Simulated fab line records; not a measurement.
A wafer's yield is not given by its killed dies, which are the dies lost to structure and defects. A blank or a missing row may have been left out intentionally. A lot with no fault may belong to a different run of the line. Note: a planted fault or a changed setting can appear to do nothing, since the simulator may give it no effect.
fab line records	flow sky130
[record] lots = 6	wafers = 18	last_day = 49
route steps=708 shown LI_CONTACT@383 LOCAL_INTERCONNECT@387 PAD_OPEN@708
lots that met no fault: taken from a fault-free run of the same line
start_h: the number of hours between the record's first day and the start of the first shown wafer of the lot	wait_h: hours from the lot's prior step to this one	" the same as in the row above	L1.1+2: a row that stands for several wafers	- no value, or no start given	* or withheld: withheld	< > ~ a bound
route shown NAME@n: a module of which the file shows steps, and the number in the route of the first	usual: the fault-free wafers' mean and standard deviation	same: alike in all rows	chamber/n: place in a boat	sites: the reading at each site	_std_site: their standard deviation	_edge_site: inner sites' mean taken away from outer sites' mean	radius_mm: for every site, how far away it sits from the centre of the wafer	mask NAME#n: copy n	behind: the last tool/chamber to shape the wafer	hold: cause of the lot's hold/its duration in hours/its outcome	device: whichever transistor did not switch (one of n, p or np)	end of line: the same wafers' tests at the end of the route	a step without rows: its recipe alone	killed: not the wafer's yield, but the dies lost to structure and defects at the first sort	map: a wafer's dies, marking killed ones x, the rest . and places with no die _
set.NAME: setting as actually run; set.NAME@STEP: the setting as run at that earlier step	model.NAME: the simulator's own value behind a step, which no gauge read
lots at selected steps of the route; one table per step, one row per wafer
services: when a tool's chamber went out of use (start_h, in hours from the record's first day, below 0 if earlier), for how many hours, and the reason
[[steps]]
[step SKY_LI_CONTACT_CVD_21]
[recipe] material = W	target_thk_nm = 400	time_s = 120.56	temp_c = 400	pressure_torr = 40
[usual] heater_power_w = 934/91
lot.wafer	tool	chamber	start_h	wait_h	heater_power_w
L654.2	cvd_w-02	0	689.77	0.0	953
L654.3	"	0	"	"	965
L654.4	"	1	"	"	1025
L655.1	cvd_w-01	0	699.77	0.0	799
L655.5	"	1	"	"	922
L655.6	"	0	"	"	797
L659.2	cvd_w-02	0	739.34	0.0	960
L659.3	"	1	"	"	1057
L659.4	"	0	"	"	953
L662.2	cvd_w-01	0	767.30	0.0	811
L662.4	"	1	"	"	946
L662.6	"	0	"	"	808
L664.3	cvd_w-02	1	780.21	0.1	1067
L664.5	"	0	"	"	982
L664.6	"	1	"	"	1041
L668.1	cvd_w-02	1	806.13	0.0	1050
L668.3	"	0	"	"	958
L668.6	"	0	"	"	971
[step SKY_LI_CONTACT_RS_MEAS_22]
[recipe] thk_meas_gauge = four-point-probe	reads = W_of_LI_CONTACT_CVD_21+TiN_of_LI_CONTACT_SPUTTER_20+Ti_of_LI_CONTACT_SPUTTER_19
[usual] LI_CONTACT_W_RS = 0.284/0.0038
lot.wafer	tool	chamber	start_h	wait_h	LI_CONTACT_W_RS[ohm/sq]
L654.2	film_metro-03	-	689.91	0.1	0.284
L654.3	"	-	"	"	0.286
L654.4	"	-	"	"	0.281
L655.1	film_metro-01	-	699.90	0.1	0.281
L655.5	"	-	"	"	0.288
L655.6	"	-	"	"	0.283
L659.2	film_metro-02	-	739.48	0.1	0.283
L659.3	"	-	"	"	0.278
L659.4	"	-	"	"	0.281
L662.2	film_metro-01	-	767.45	0.1	0.284
L662.4	"	-	"	"	0.291
L662.6	"	-	"	"	0.283
L664.3	film_metro-03	-	780.34	0.1	0.279
L664.5	"	-	"	"	0.285
L664.6	"	-	"	"	0.279
L668.1	film_metro-01	-	806.25	0.1	0.280
L668.3	"	-	"	"	0.283
L668.6	"	-	"	"	0.283
[step SKY_LI_CONTACT_THK_MEAS_23]
[recipe] thk_meas_gauge = xrf	reads = W_of_LI_CONTACT_CVD_21
[usual] LI_CONTACT_W_THK = 406/6.2
lot.wafer	tool	chamber	start_h	wait_h	LI_CONTACT_W_THK[nm]
L654.2	film_metro-03	-	690.02	0.1	407
L654.3	"	-	"	"	403
L654.4	"	-	"	"	414
L655.1	film_metro-01	-	700.02	0.1	407
L655.5	"	-	"	"	403
L655.6	"	-	"	"	409
L659.2	film_metro-02	-	739.59	0.1	406
L659.3	"	-	"	"	417
L659.4	"	-	"	"	406
L662.2	film_metro-01	-	767.56	0.1	408
L662.4	"	-	"	"	398
L662.6	"	-	"	"	409
L664.3	film_metro-03	-	780.44	0.1	417
L664.5	"	-	"	"	407
L664.6	"	-	"	"	414
L668.1	film_metro-01	-	806.37	0.1	415
L668.3	"	-	"	"	406
L668.6	"	-	"	"	406
[step SKY_LI_CONTACT_CMP_24]
[recipe] stop_on = PSG	t_overpolish_s = 20	down_force_psi = 3.5	platen_rpm = 60	target_thk_nm = 0	pad_velocity_m_s = 0.94248
[usual] motor_current_A = 10.8/1.3	overpolish_run_s = 19.999/0.0091	time_to_endpoint_s = 96/3.5
lot.wafer	tool	chamber	start_h	wait_h	motor_current_A	overpolish_run_s	time_to_endpoint_s
L654.3	cmp-01	2	690.07	0.0	12.4	20.007	98
L654.4	"	3	"	"	11.4	19.998	99
L654.2	"	0	"	"	10.3	20.000	99
L655.1	cmp-02	0	700.08	0.1	10.8	19.998	94
L655.5	"	0	"	"	10.4	19.989	91
L655.6	"	1	"	"	11.9	20.012	94
L659.4	cmp-02	0	739.69	0.1	10.4	20.007	93
L659.2	"	1	"	"	12.0	19.980	97
L659.3	"	2	"	"	10.6	20.009	95
L662.2	cmp-02	0	767.66	0.1	10.0	20.006	100
L662.4	"	2	"	"	10.5	20.005	93
L662.6	"	3	"	"	8.8	19.987	103
L664.3	cmp-02	3	780.58	0.1	9.2	20.000	98
L664.6	"	1	"	"	12.0	19.996	100
L664.5	"	2	"	"	10.3	19.993	93
L668.1	cmp-01	2	806.48	0.1	13.2	19.996	96
L668.3	"	0	"	"	9.8	19.990	99
L668.6	"	2	"	"	13.2	20.005	94
[step SKY_LOCAL_INTERCONNECT_SPUTTER_00]
[recipe] material = TiN	target_thk_nm = 100	temp_c = 300	power_w = 6500	time_s = 83.3	chamber_pressure_pa = 0.4
[usual] throttle_valve_pct = 30.1/0.8
lot.wafer	tool	chamber	start_h	wait_h	throttle_valve_pct
L654.2	pvd_sputter-03	-	690.37	0.1	29.9
L654.3	"	-	"	"	30.3
L654.4	"	-	"	"	29.0
L655.1	pvd_sputter-04	-	700.38	0.2	29.5
L655.5	"	-	"	"	29.7
L655.6	"	-	"	"	30.8
L659.2	pvd_sputter-01	-	739.94	0.1	30.3
L659.3	"	-	"	"	31.0
L659.4	"	-	"	"	28.4
L662.2	pvd_sputter-04	-	767.91	0.2	29.9
L662.4	"	-	"	"	29.6
L662.6	"	-	"	"	29.6
L664.3	pvd_sputter-03	-	780.78	0.1	29.0
L664.5	"	-	"	"	30.6
L664.6	"	-	"	"	28.9
L668.1	pvd_sputter-04	-	806.73	0.2	30.7
L668.3	"	-	"	"	29.8
L668.6	"	-	"	"	30.9
[step SKY_LOCAL_INTERCONNECT_RS_MEAS_01]
[recipe] thk_meas_gauge = four-point-probe	reads = TiN_of_LOCAL_INTERCONNECT_SPUTTER_00
[usual] LOCAL_INTERCONNECT_TIN_RS = 14.15/0.12
lot.wafer	tool	chamber	start_h	wait_h	LOCAL_INTERCONNECT_TIN_RS[ohm/sq]
L654.2	film_metro-02	-	690.45	0.1	14.07
L654.3	"	-	"	"	14.09
L654.4	"	-	"	"	14.01
L655.1	film_metro-04	-	700.44	0.0	14.19
L655.5	"	-	"	"	14.06
L655.6	"	-	"	"	14.05
L659.2	film_metro-04	-	740.03	0.1	14.02
L659.3	"	-	"	"	14.06
L659.4	"	-	"	"	14.21
L662.2	film_metro-02	-	767.99	0.1	14.15
L662.4	"	-	"	"	13.99
L662.6	"	-	"	"	13.92
L664.3	film_metro-01	-	780.88	0.1	14.17
L664.5	"	-	"	"	14.28
L664.6	"	-	"	"	14.23
L668.1	film_metro-01	-	806.85	0.1	14.25
L668.3	"	-	"	"	14.22
L668.6	"	-	"	"	14.18
[step SKY_LOCAL_INTERCONNECT_THK_MEAS_02]
[recipe] thk_meas_gauge = xrf	reads = TiN_of_LOCAL_INTERCONNECT_SPUTTER_00
[usual] LOCAL_INTERCONNECT_TIN_THK = 99.5/0.91
lot.wafer	tool	chamber	start_h	wait_h	LOCAL_INTERCONNECT_TIN_THK[nm]
L654.2	film_metro-02	-	690.56	0.1	100.6
L654.3	"	-	"	"	100.5
L654.4	"	-	"	"	100.6
L655.1	film_metro-04	-	700.56	0.1	99.6
L655.5	"	-	"	"	100.0
L655.6	"	-	"	"	100.5
L659.2	film_metro-04	-	740.14	0.1	100.6
L659.3	"	-	"	"	100.1
L659.4	"	-	"	"	99.0
L662.2	film_metro-02	-	768.10	0.1	99.9
L662.4	"	-	"	"	102.0
L662.6	"	-	"	"	101.6
L664.3	film_metro-01	-	780.98	0.1	98.8
L664.5	"	-	"	"	98.5
L664.6	"	-	"	"	98.7
L668.1	film_metro-01	-	806.97	0.1	98.2
L668.3	"	-	"	"	98.4
L668.6	"	-	"	"	98.5
[step SKY_LOCAL_INTERCONNECT_DEHYDRATE_03]
[recipe] temp_c = 200	time_s = 60
[step SKY_LOCAL_INTERCONNECT_HMDS_04]
[recipe] prime_time_s = 60	prime_temp_c = 120
[step SKY_LOCAL_INTERCONNECT_COAT_05]
[recipe] resist = BARC	temp_c = withheld	time_s = withheld	spin_rpm = 3000	resist_thk_nm = 60
[step SKY_LOCAL_INTERCONNECT_COAT_06]
[recipe] resist = KrF-thick	spin_rpm = 3000	resist_thk_nm = 450
[step SKY_LOCAL_INTERCONNECT_SOFTBAKE_07]
[recipe] temp_c = 100	time_s = 90	resist = KrF-thick
[step SKY_LOCAL_INTERCONNECT_EXPOSE_08]
[recipe] mask_id = LI1M	na = 0.8	source_shape = annular	sigma_inner = 0.55	sigma_outer = 0.85	target_cd_nm = 170	dose_mj = 28
lot.wafer	tool	chamber	start_h	wait_h	mask
L654.2+3+4	krf_scanner-02	0	704.45	-	LI1M#0
L655.1+5+6	krf_scanner-01	0	713.99	-	LI1M#0
L659.2+3+4	krf_scanner-02	0	754.00	-	LI1M#0
L662.2+4+6	krf_scanner-01	0	781.96	-	LI1M#0
L664.3+5+6	krf_scanner-01	0	794.85	-	LI1M#0
L668.1+3+6	krf_scanner-02	0	820.29	-	LI1M#0
[step SKY_LOCAL_INTERCONNECT_PEB_09]
[recipe] peb_temp_c = withheld	peb_time_s = withheld	resist = KrF-thick
[step SKY_LOCAL_INTERCONNECT_DEVELOP_10]
[recipe] develop_time_s = 60	resist = KrF-thick	dev_temp_c = 21
[step SKY_LOCAL_INTERCONNECT_CD_MEAS_11]
[recipe] target_cd_nm = 170
[usual] cd_nm = 170.0/1.4
lot.wafer	tool	chamber	start_h	wait_h	cd_nm
L654.2	cd_sem-02	-	717.85	-	171.1
L654.3	"	-	"	"	171.5
L654.4	"	-	"	"	171.6
L655.1	cd_sem-02	-	727.91	-	170.2
L655.5	"	-	"	"	170.4
L655.6	"	-	"	"	169.6
L659.2	cd_sem-01	-	766.79	-	170.2
L659.3	"	-	"	"	171.9
L659.4	"	-	"	"	170.2
L662.2	cd_sem-01	-	794.89	-	135.3
L662.4	"	-	"	"	146.2
L662.6	"	-	"	"	148.1
L664.3	cd_sem-01	-	807.83	-	129.2
L664.5	"	-	"	"	130.7
L664.6	"	-	"	"	130.7
L668.1	cd_sem-01	-	832.99	-	170.4
L668.3	"	-	"	"	169.6
L668.6	"	-	"	"	169.5
[step SKY_LOCAL_INTERCONNECT_OVL_MEAS_12]
[usual] LOCAL_INTERCONNECT_OVL = 2/5.1
lot.wafer	tool	chamber	start_h	wait_h	LOCAL_INTERCONNECT_OVL[nm]
L654.2	overlay-02	-	717.96	0.1	-1
L654.3	"	-	"	"	-1
L654.4	"	-	"	"	4
L655.1	overlay-02	-	728.03	0.1	0
L655.5	"	-	"	"	2
L655.6	"	-	"	"	-1
L659.2	overlay-02	-	766.89	0.1	9
L659.3	"	-	"	"	0
L659.4	"	-	"	"	9
L662.2	overlay-02	-	796.48	1.6	5
L662.4	"	-	"	"	7
L662.6	"	-	"	"	8
L664.3	overlay-01	-	807.92	0.1	-8
L664.5	"	-	"	"	-7
L664.6	"	-	"	"	1
L668.1	overlay-02	-	833.11	0.1	10
L668.3	"	-	"	"	9
L668.6	"	-	"	"	11
[step SKY_LOCAL_INTERCONNECT_ETCH_13]
[recipe] chemistry = N2/H2	target = BARC	ion_energy_ev = 200	bias_w = 100	pressure_mtorr = 30	n2_flow_sccm = 100	h2_flow_sccm = 200	icp_w = 500	stop_on = SiO2	time_s = 45.9	target_depth_a = 600
[usual] drypump_motor_current_A = 5.96/0.17	oes_product_au = 0.855/0.0047	rf_fwd_power_W = 493.4/2.7	throttle_valve_pct = 13.225/0.0098
lot.wafer	tool	chamber	start_h	wait_h	drypump_motor_current_A	oes_product_au	rf_fwd_power_W	rf_hours_counter_h	throttle_valve_pct	model.LOCAL_INTERCONNECT.cd_nm
L654.2	rie_metal-02	0	717.99	0.0	5.64	0.855	494.6	12	13.217	171.2
L654.3	"	1	"	"	5.85	0.855	498.6	-	13.210	171.4
L654.4	"	0	"	"	5.63	0.850	493.0	-	13.203	171.6
L655.1	rie_metal-03	1	728.07	0.0	5.98	0.850	494.0	4	13.233	170.4
L655.5	"	1	"	"	6.01	0.860	495.5	-	13.230	170.8
L655.6	"	0	"	"	6.05	0.859	497.8	-	13.234	169.8
L659.2	rie_metal-03	0	766.92	0.0	6.05	0.854	498.0	9	13.239	170.1
L659.3	"	1	"	"	6.01	0.852	495.1	-	13.222	171.9
L659.4	"	0	"	"	6.05	0.860	497.3	-	13.230	170.3
L662.2	rie_metal-04	1	796.51	0.0	6.21	0.856	491.1	7	13.229	135.4
L662.4	"	0	"	"	5.96	0.852	491.7	-	13.214	145.7
L662.6	"	0	"	"	5.96	0.861	493.0	-	13.233	147.4
L664.3	rie_metal-02	1	807.96	0.0	5.85	0.855	492.4	-	13.233	129.2
L664.5	"	1	"	"	5.83	0.853	492.4	-	13.217	130.7
L664.6	"	0	"	"	5.63	0.852	494.5	-	13.229	131.1
L668.1	rie_metal-04	0	833.14	0.0	5.97	0.849	491.5	4	13.218	169.4
L668.3	"	1	"	"	6.22	0.857	492.9	-	13.228	170.2
L668.6	"	1	"	"	6.18	0.858	489.2	-	13.229	169.8
[step SKY_LOCAL_INTERCONNECT_METAL_ETCH_14]
[recipe] target_depth_nm = 110	stop_on = PSG	chemistry = Cl2/BCl3	target = TiN	resist_sidewall_deg = 88	pressure_mtorr = 10	icp_w = 900	bias_w = 48.5	Cl2_flow_sccm = 60	bcl3_flow_sccm = 30	time_s = 31.4
[usual] drypump_motor_current_A = 5.96/0.17	oes_product_au = 0.940/0.0067	rf_fwd_power_W = 885/5.7	throttle_valve_pct = 21.902/0.009
lot.wafer	tool	chamber	start_h	wait_h	drypump_motor_current_A	oes_product_au	rf_fwd_power_W	rf_hours_counter_h	throttle_valve_pct	model.LOCAL_INTERCONNECT.cd_nm
L654.2	rie_metal-02	0	718.05	0.0	5.63	0.944	891	12	21.896	171.2
L654.3	"	1	"	"	5.86	0.936	886	-	21.905	171.2
L654.4	"	0	"	"	5.65	0.951	889	-	21.902	171.3
L655.1	rie_metal-03	1	728.13	0.0	5.97	0.932	891	4	21.900	171.6
L655.5	"	1	"	"	5.98	0.938	892	-	21.895	171.9
L655.6	"	0	"	"	6.07	0.944	893	-	21.901	170.5
L659.2	rie_metal-03	0	766.99	0.0	6.05	0.944	892	9	21.911	170.3
L659.3	"	1	"	"	5.98	0.934	891	-	21.895	172.3
L659.4	"	0	"	"	6.03	0.930	889	-	21.891	170.7
L662.2	rie_metal-04	1	796.57	0.0	6.23	0.946	878	7	21.894	135.6
L662.4	"	0	"	"	5.97	0.944	881	-	21.913	145.6
L662.6	"	0	"	"	5.95	0.946	875	-	21.894	147.6
L664.3	rie_metal-02	1	808.02	0.0	5.82	0.933	885	-	21.905	129.5
L664.5	"	1	"	"	5.84	0.935	880	-	21.906	130.8
L664.6	"	0	"	"	5.65	0.939	884	-	21.917	131.9
L668.1	rie_metal-04	0	833.20	0.0	5.97	0.929	880	4	21.902	169.3
L668.3	"	1	"	"	6.20	0.936	878	-	21.928	170.4
L668.6	"	1	"	"	6.17	0.939	877	-	21.902	169.4
[step SKY_LOCAL_INTERCONNECT_STRIP_15]
[recipe] chemistry = O2/N2	power_w = 1400	pressure_mtorr = 1500	platen_temp_c = withheld	o2_flow_sccm = 3000	n2_flow_sccm = 300	overash_fraction = 0.5
[usual] drypump_motor_current_A = 6.0/0.4	oes_product_au = 0.427/0.0052	strip_time_to_endpoint_s = 4.729/0.018
lot.wafer	tool	chamber	start_h	wait_h	drypump_motor_current_A	oes_product_au	rf_hours_counter_h	strip_time_to_endpoint_s
L654.2	plasma_asher-03	1	718.11	0.0	6.4	0.420	29	4.685
L654.3	"	0	"	"	5.9	0.429	-	4.715
L654.4	"	1	"	"	6.4	0.430	-	4.690
L655.1	plasma_asher-04	0	728.18	0.0	5.6	0.433	59	4.740
L655.5	"	1	"	"	6.0	0.434	-	4.763
L655.6	"	0	"	"	5.6	0.425	-	4.754
L659.2	plasma_asher-04	1	767.04	0.0	6.0	0.429	63	4.757
L659.3	"	0	"	"	5.6	0.424	-	4.729
L659.4	"	1	"	"	6.0	0.430	-	4.747
L662.2	plasma_asher-03	0	796.62	0.0	5.9	0.430	36	4.762
L662.4	"	1	"	"	6.4	0.422	-	4.731
L662.6	"	0	"	"	5.9	0.431	-	4.728
L664.3	plasma_asher-03	1	808.09	0.1	6.4	0.425	-	4.741
L664.5	"	0	"	"	5.9	0.426	-	4.738
L664.6	"	1	"	"	6.4	0.421	-	4.744
L668.1	plasma_asher-01	0	833.26	0.0	5.4	0.427	101	4.696
L668.3	"	1	"	"	6.6	0.421	-	4.713
L668.6	"	0	"	"	5.4	0.432	-	4.711
[step SKY_PAD_OPEN_PROBE_99]
[usual] killed_at_M0_to_M3 = 42/6.9	killed_at_M4_up = 3.2/1.7	killed_at_contacts = 23/5.5	killed_at_front_end = 16/4	killed_at_other = 0.4/0.55	killed_dies = 85/9.2	killed_on_rim = 16/3.5	killed_open = 46/6.8	killed_short = 38/6.2
[same] gross_dies = 492	killed_at_back_side = 0
lot.wafer	tool	chamber	start_h	wait_h	killed_at_M0_to_M3	killed_at_M4_up	killed_at_contacts	killed_at_front_end	killed_at_other	killed_dies	killed_on_rim	killed_open	killed_short
L654.2	prober-02	-	1083.43	0.1	48	6	16	14	0	84	18	50	34
L654.3	prober-02	-	1083.48	0.2	40	1	30	12	0	83	19	53	30
L654.4	prober-02	-	1083.53	0.2	43	3	26	19	0	91	16	49	42
L655.1	prober-01	-	1090.96	0.1	44	2	24	19	0	89	19	48	41
L655.5	prober-01	-	1091.16	0.2	53	1	32	13	0	99	16	54	44
L655.6	prober-01	-	1091.21	0.2	39	6	24	11	0	80	16	40	40
L662.2	prober-01	-	1142.78	0.1	36	0	331	13	0	380	73	40	34
L662.4	prober-01	-	1142.88	0.2	30	3	44	14	1	92	20	39	31
L662.6	prober-01	-	1142.98	0.2	42	2	35	12	1	92	13	45	30
L659.2	prober-02	-	1143.46	0.1	69	2	12	20	0	103	22	53	50
L659.3	prober-02	-	1143.51	0.2	43	2	27	21	1	94	13	58	35
L659.4	prober-02	-	1143.56	0.2	37	3	20	20	0	80	12	44	36
L664.3	prober-02	-	1151.53	0.2	51	1	416	12	0	480	92	40	42
L664.5	prober-02	-	1151.63	0.2	42	4	413	13	1	473	91	40	41
L664.6	prober-02	-	1151.68	0.2	44	2	408	18	0	472	90	57	40
L668.1	prober-02	-	1171.11	0.1	39	4	29	19	0	91	22	48	42
L668.3	prober-02	-	1171.21	0.2	37	3	31	20	0	91	17	55	35
L668.6	prober-02	-	1171.36	0.2	42	3	24	21	0	90	16	34	55
// killed by level:class
L654.2 VIA1:geometric_particle:open=14 METAL2:geometric_particle:short=8 VIA1:geometric_particle:short=7 LI_CONTACT:geometric_particle:open=6 VIA2:geometric_particle:open=5 FIELD_ISO:geometric_particle:open=4 CONTACT:geometric_particle:open=4 METAL2:geometric_particle:open=3
L654.3 VIA1:geometric_particle:open=12 LI_CONTACT:geometric_particle:open=11 VIA2:geometric_particle:open=9 CONTACT:geometric_particle:open=6 LI_CONTACT:geometric_particle:short=5 CONTACT:geometric_particle:short=5 FIELD_ISO:geometric_particle:open=4 VIA1:geometric_particle:short=4
L654.4 LI_CONTACT:geometric_particle:open=12 VIA1:geometric_particle:open=8 CONTACT:geometric_particle:open=6 POLY_GATE:geometric_particle:open=5 METAL1:geometric_particle:short=5 VIA3:geometric_particle:short=5 METAL2:geometric_particle:short=5 VIA3:geometric_particle:open=5
L655.1 VIA1:geometric_particle:open=14 METAL2:geometric_particle:short=11 CONTACT:geometric_particle:open=9 FIELD_ISO:geometric_particle:open=6 LI_CONTACT:geometric_particle:open=6 FIELD_ISO:geometric_particle:short=5 POLY_GATE:geometric_particle:open=4 LOCAL_INTERCONNECT:geometric_particle:short=4
L655.5 VIA1:geometric_particle:open=14 CONTACT:geometric_particle:open=11 VIA1:geometric_particle:short=9 LI_CONTACT:geometric_particle:open=7 CONTACT:geometric_particle:short=7 METAL2:geometric_particle:short=7 VIA2:geometric_particle:open=6 LOCAL_INTERCONNECT:geometric_particle:short=5
L655.6 VIA1:geometric_particle:open=12 LI_CONTACT:geometric_particle:open=7 CONTACT:geometric_particle:open=7 METAL1:geometric_particle:short=6 CONTACT:geometric_particle:short=5 LOCAL_INTERCONNECT:geometric_particle:short=4 METAL2:geometric_particle:short=4 VIA2:geometric_particle:short=4
L662.2 LOCAL_INTERCONNECT:area_expose=306 VIA1:geometric_particle:open=9 CONTACT:geometric_particle:short=7 CONTACT:geometric_particle:open=7 VIA3:geometric_particle:open=7 FIELD_ISO:geometric_particle:short=5 LI_CONTACT:geometric_particle:short=5 LI_CONTACT:geometric_particle:open=4
L662.4 LOCAL_INTERCONNECT:area_expose=22 CONTACT:geometric_particle:open=10 VIA1:geometric_particle:open=7 VIA3:geometric_particle:open=6 LI_CONTACT:geometric_particle:short=5 VIA2:geometric_particle:open=5 LOCAL_INTERCONNECT:geometric_particle:short=4 METAL1:geometric_particle:short=4
L662.6 LOCAL_INTERCONNECT:area_expose=17 VIA1:geometric_particle:open=12 VIA3:geometric_particle:open=11 CONTACT:geometric_particle:open=7 FIELD_ISO:geometric_particle:open=5 LI_CONTACT:geometric_particle:short=5 METAL2:geometric_particle:short=5 LI_CONTACT:geometric_particle:open=3
L659.2 VIA1:geometric_particle:open=16 METAL2:geometric_particle:short=15 VIA1:geometric_particle:short=9 VIA3:geometric_particle:open=8 METAL1:geometric_particle:short=7 FIELD_ISO:geometric_particle:short=5 LI_CONTACT:geometric_particle:open=5 CONTACT:geometric_particle:open=5
L659.3 VIA1:geometric_particle:open=14 CONTACT:geometric_particle:open=9 LI_CONTACT:geometric_particle:open=9 FIELD_ISO:geometric_particle:open=7 VIA1:geometric_particle:short=7 VIA2:geometric_particle:open=6 FIELD_ISO:geometric_particle:short=5 POLY_GATE:geometric_particle:open=5
L659.4 LI_CONTACT:geometric_particle:open=8 VIA1:geometric_particle:open=8 FIELD_ISO:geometric_particle:open=7 FIELD_ISO:geometric_particle:short=6 VIA2:geometric_particle:open=5 CONTACT:geometric_particle:open=5 METAL1:geometric_particle:short=4 POLY_GATE:geometric_particle:short=3
L664.3 LOCAL_INTERCONNECT:area_expose=398 VIA2:geometric_particle:open=15 POLY_GATE:geometric_particle:short=7 VIA1:geometric_particle:short=6 METAL1:geometric_particle:short=6 VIA1:geometric_particle:open=6 METAL2:geometric_particle:short=5 VIA3:geometric_particle:open=5
L664.5 LOCAL_INTERCONNECT:area_expose=392 VIA1:geometric_particle:open=9 LOCAL_INTERCONNECT:geometric_particle:short=7 LI_CONTACT:geometric_particle:open=6 CONTACT:geometric_particle:open=6 VIA3:geometric_particle:open=6 POLY_GATE:geometric_particle:open=5 METAL2:geometric_particle:short=5
L664.6 LOCAL_INTERCONNECT:area_expose=375 VIA1:geometric_particle:open=11 LI_CONTACT:geometric_particle:open=9 CONTACT:geometric_particle:open=9 VIA3:geometric_particle:open=7 VIA2:geometric_particle:open=7 FIELD_ISO:geometric_particle:short=6 LOCAL_INTERCONNECT:geometric_particle:short=6
L668.1 CONTACT:geometric_particle:open=11 VIA1:geometric_particle:open=9 METAL2:geometric_particle:short=8 POLY_GATE:geometric_particle:open=7 LI_CONTACT:geometric_particle:open=7 POLY_GATE:geometric_particle:short=6 VIA3:geometric_particle:open=6 LOCAL_INTERCONNECT:geometric_particle:short=5
L668.3 CONTACT:geometric_particle:open=11 FIELD_ISO:geometric_particle:open=10 LI_CONTACT:geometric_particle:open=10 VIA1:geometric_particle:open=6 VIA2:geometric_particle:open=6 VIA3:geometric_particle:open=6 CONTACT:geometric_particle:short=5 VIA1:geometric_particle:short=5
L668.6 FIELD_ISO:geometric_particle:short=13 VIA1:geometric_particle:open=13 CONTACT:geometric_particle:open=9 LOCAL_INTERCONNECT:geometric_particle:short=8 VIA1:geometric_particle:short=7 VIA3:geometric_particle:short=6 METAL2:geometric_particle:short=5 VIA3:geometric_particle:open=5
// map L662.2 (x killed, . not)
__________...x.x...._________
________xx..xx.x.x.xx._______
______xxxxx.xxx.x.x...x._____
_____xxx.xxx..x.x.x..x.x.____
____xxx..xxx......x.xx.x.x___
___xxxxxxxx.xx..x.xx.x.x..x__
__xxxxxxxxxxx.xx.xx.xx.xx..x_
_x.xx.xxxxxxxx.xx.x..xx...xx.
_xxxxxxxxxxxxxx.x.x.xx.xx....
_xxxxxxxxx.x.xx.xxxx..xx...x.
_xxx.xxxxxxx.x..xxxxxxxxx..xx
_xxxxxxxxxx.xxxx.x...xxx....x
_xxxxxxxxxx.xxxxxxxx.xx.xxxxx
_xxxxxxxxxxxxxxxxxx...xx.xx.x
_xxxxxxxxxxxxxxxxx..xxx.xxxxx
__xxxxxxxxxxxxxxxxxx.xxxxx.x_
___xxxxxxxxxxxxxxxxxxxxxxxx__
____xxxxxxxxxxxxxxxxxxxxxx___
_____xxxxxxxxxxxxxxxxxxxx____
______xxxxxxxxxxxxxxxxx._____
________xxxxxxxxxxxx.x_______
__________xxxxxxxxxx_________
// map L664.3 (x killed, . not)
__________xxxxxx.xxx_________
________xxxxxxxxxxxxxx_______
______xxxxxxxxxxxxxxxxxx_____
_____xxxxxxxxxxxxxxxxxx.x____
____xxxx.xxxxxxxxxx..x.xxx___
___xxxxxxxxxxxxxxxxxxx.xx.x__
__xxxxxxxxxxxxxxxxx.xxxxx.xx_
_xxxxxxxxxxxxxxxx.xxxxxxxxxxx
_xxxxxxxxxxxxxxxxxxxxxxxxxxxx
_xxxxxxxxxxxxxxxxxxxxxxxxxxxx
_xxxxxxxxxxxxxxxxxxxxxxxxxxxx
_xxxxxxxxxxxxxxxxxxxxxxxxxxxx
_xxxxxxxxxxxxxxxxxxxxxxxxxxx.
_xxxxxxxxxxxxxxxxxxxxxxxxxxxx
_xxxxxxxxxxxxxxxxxxxxxxxxxxxx
__xxxxxxxxxxxxxxxxxxxxxxxxxx_
___xxxxxxxxxxxxxxxxxxxxxxxx__
____xxxxxxxxxxxxxxxxxxxxxx___
_____xxxxxxxxxxxxxxxxxxxx____
______xxxxxxxxxxxxxxxxxx_____
________xxxxxxxxxxxxxx_______
__________xxxxxxxxxx_________
[[services]]
tool	chamber	start_h	hours	kind
krf_scanner-02	-	681.17	1.3	pm
plasma_asher-01	-	682.91	0.3	repair
cmp-02	-	689.99	4.7	pm
krf_scanner-01	-	705.86	1.3	pm
cmp-02	-	719.21	0.6	repair
cvd_w-01	-	720.81	1.2	repair
cvd_w-02	-	721.23	2.3	repair
rie_metal-03	1	732.81	1.3	repair
krf_scanner-01	-	739.00	1.4	repair
cmp-02	-	744.00	4.0	pm
krf_scanner-01	-	748.78	0.8	pm
krf_scanner-02	-	767.14	6.5	repair
cmp-02	-	769.86	2.8	repair
krf_scanner-02	-	773.65	0.8	pm
krf_scanner-01	-	783.58	1.0	pm
pvd_sputter-03	-	785.08	1.4	repair
cvd_w-02	-	798.61	6.9	pm
rie_metal-02	-	802.87	0.4	repair
krf_scanner-02	-	806.81	1.0	pm
pvd_sputter-01	-	807.96	1.9	repair
pvd_sputter-01	-	817.38	2.1	repair
plasma_asher-03	-	819.56	1.3	repair
cvd_w-01	0	820.31	2.8	repair
krf_scanner-02	-	829.86	4.4	pm
[[key]]
[first_sign] step = SKY_LOCAL_INTERCONNECT_CD_MEAS_11	reading = cd_nm	direction = down	sigmas = 24	usual = 170.0	struck = 136.7
[effect] step = SKY_PAD_OPEN_PROBE_99	reading = killed_at_contacts	direction = up	sigmas = 46	usual = 23	struck = 274
[model_effect] step = SKY_LOCAL_INTERCONNECT_ETCH_13	value = LOCAL_INTERCONNECT.cd_nm	without = 169.6	struck = 136.6
[model_effect] step = SKY_LOCAL_INTERCONNECT_METAL_ETCH_14	value = LOCAL_INTERCONNECT.cd_nm	without = 169.8	struck = 136.8
[more_kills_born_at] SKY_LOCAL_INTERCONNECT_EXPOSE_08@krf_scanner-01 = 1510
met_at SKY_LOCAL_INTERCONNECT_EXPOSE_08
struck_wafers L662.2,L662.4,L662.6,L664.3,L664.5,L664.6
later_rows_left_out L662.2,L664.3,L664.5,L664.6
tester_left_out L662,L664
onset_between 713.99 781.96
also_fits SKY_LI_CONTACT_CMP_24:cmp-02
[fault] kind = process_parameter_drift	tool = krf_scanner-01	chamber = -	onset_h = 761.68	steps = SKY_LOCAL_INTERCONNECT_EXPOSE_08	channel = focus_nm	offset = 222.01	spread_by_wafer = 0.3	shape = step	end_h = 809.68
// tester_left_out: of these lots the tester's yield and bins aren't shown, on N5 and GAA mostly nor the transistor test; their killed dies are dies lost to structure and defects alone, not to doping, threshold or leakage, so they don't give the yield
// later_rows_left_out: the simulator's readings of these wafers behind a module that went badly wrong aren't trusted and aren't shown, but for the sort
